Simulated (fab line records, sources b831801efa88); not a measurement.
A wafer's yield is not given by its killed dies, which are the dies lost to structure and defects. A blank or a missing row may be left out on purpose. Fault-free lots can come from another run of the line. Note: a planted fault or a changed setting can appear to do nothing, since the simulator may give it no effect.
Chamber matching	flow gf180mcu	GF_CONTACT_CMP_04 on cmp-01 has 4 sister chambers
The step polishes SiO2. 4 wafers are shown with their chamber, then 7 later ones without.

EACH WAFER AND ITS CHAMBER
wafer	chamber	motorCurrentA (A)
L892.2	1	11.3
L894.1	3	10.9
L894.3	2	11.8
L894.6	0	11.8

WAFERS WHOSE CHAMBER IS MISSING
wafer	motorCurrentA (A)
L898.1	11.3
L898.3	11.1
L898.4	11.1
L902.1	11.9
L904.1	11.3
L904.3	10.9
L904.4	11.0

WHICH CHAMBER EACH WENT THROUGH
wafer	from the rows above	in truth
L898.1	1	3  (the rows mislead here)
L898.3	can't be placed: 3 or 1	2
L898.4	can't be placed: 3 or 1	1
L902.1	can't be placed: 0 or 2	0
L904.1	1	1
L904.3	3	3
L904.4	can't be placed: 3 or 1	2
Placed correctly: 2 of 7. From these rows, 4 cannot be placed; in 2 the true chamber is one of the candidates. Number placed wrongly: 1.
How it was worked out, from the rows above alone: a wafer's distance from a chamber is the root of the sum, over the readings, of the square of ((its reading less the chamber's mean) divided by the reading's scatter). The wafer belongs to the nearest chamber; if the next one is less than 2 further off, it can't be placed. The mean given for a chamber averages the wafers shown for that chamber. The scatter: with one shown wafer a chamber, the root of the mean of the squares of how far each hidden wafer lies from its nearest shown one.
